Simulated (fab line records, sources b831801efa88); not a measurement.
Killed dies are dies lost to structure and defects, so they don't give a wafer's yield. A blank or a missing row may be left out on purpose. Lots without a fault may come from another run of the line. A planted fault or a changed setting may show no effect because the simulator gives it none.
Chamber matching | flow gf180mcu | GF_V4_CVD_02 on pecvd-02: 3 sister chambers
The step deposits SiO2 from TEOS, target thk 850 nm, time 94.851 s. 22 wafers are shown with their chamber, then 11 later ones without.

WAFERS WITH THEIR CHAMBER
wafer  | chamber | rf_fwd_power_W (W) | heater_power_w (W)
L077.2 | 2       | 593.7              | 642
L077.3 | 1       | 596.0              | 677
L077.5 | 2       | 594.8              | 687
L079.1 | 0       | 597.9              | 631
L079.2 | 2       | 591.3              | 713
L079.3 | 1       | 596.5              | 641
L081.1 | 1       | 595.9              | 596
L081.3 | 2       | 594.6              | 639
L081.5 | 1       | 596.6              | 645
L082.3 | 2       | 595.7              | 712
L082.4 | 1       | 594.1              | 567
L082.5 | 2       | 592.8              | 593
L083.3 | 2       | 592.3              | 702
L083.4 | 1       | 593.4              | 680
L083.6 | 0       | 596.9              | 615
L084.1 | 2       | 595.6              | 579
L084.4 | 0       | 598.2              | 614
L084.5 | 2       | 593.5              | 651
L085.2 | 2       | 595.3              | 715
L085.5 | 2       | 596.7              | 591
L085.6 | 1       | 594.6              | 634
L087.1 | 2       | 595.0              | 694

SIGNATURES (means of the wafers above)
reading        | chamber 0 | chamber 1 | chamber 2 | scatter within a chamber
rf_fwd_power_W | 597.667   | 595.300   | 594.275   | 1.41
heater_power_w | 620.00    | 634.29    | 659.83    | 45.4
Rule: a wafer's distance from a chamber is the root of the sum, over the readings, of the square of ((its reading less the chamber's mean) divided by the reading's scatter). The wafer belongs to the nearest chamber; if the next one is less than 2 further off, it can't be placed. The scatter: the root of (the sum of the squares of (reading less its chamber's mean) over the shown wafers, divided by (wafers less chambers)).

WAFERS WITHOUT THEIR CHAMBER
wafer  | rf_fwd_power_W (W) | heater_power_w (W)
L087.5 | 593.8              | 703
L087.6 | 595.0              | 635
L092.1 | 596.1              | 582
L092.3 | 592.8              | 679
L092.6 | 593.9              | 655
L093.1 | 596.3              | 613
L093.2 | 591.1              | 704
L093.5 | 596.9              | 505
L095.1 | 592.5              | 690
L095.5 | 597.0              | 629
L095.6 | 593.6              | 562

WHICH CHAMBER EACH WENT THROUGH
wafer  | from the rows above          | in truth
L087.5 | can't be placed: 2 or 1      | 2
L087.6 | can't be placed: 1 or 2 or 0 | 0
L092.1 | can't be placed: 1 or 0 or 2 | 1
L092.3 | can't be placed: 2 or 1      | 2
L092.6 | can't be placed: 2 or 1      | 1
L093.1 | can't be placed: 1 or 0 or 2 | 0
L093.2 | can't be placed: 2 or 1      | 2
L093.5 | can't be placed: 0 or 1 or 2 | 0
L095.1 | can't be placed: 2 or 1      | 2
L095.5 | can't be placed: 0 or 1 or 2 | 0
L095.6 | can't be placed: 1 or 2 or 0 | 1
Placed correctly: 0 of 11. Can't be placed from these rows: 11 (the true chamber is among the candidates in 11). Placed wrongly: 0.
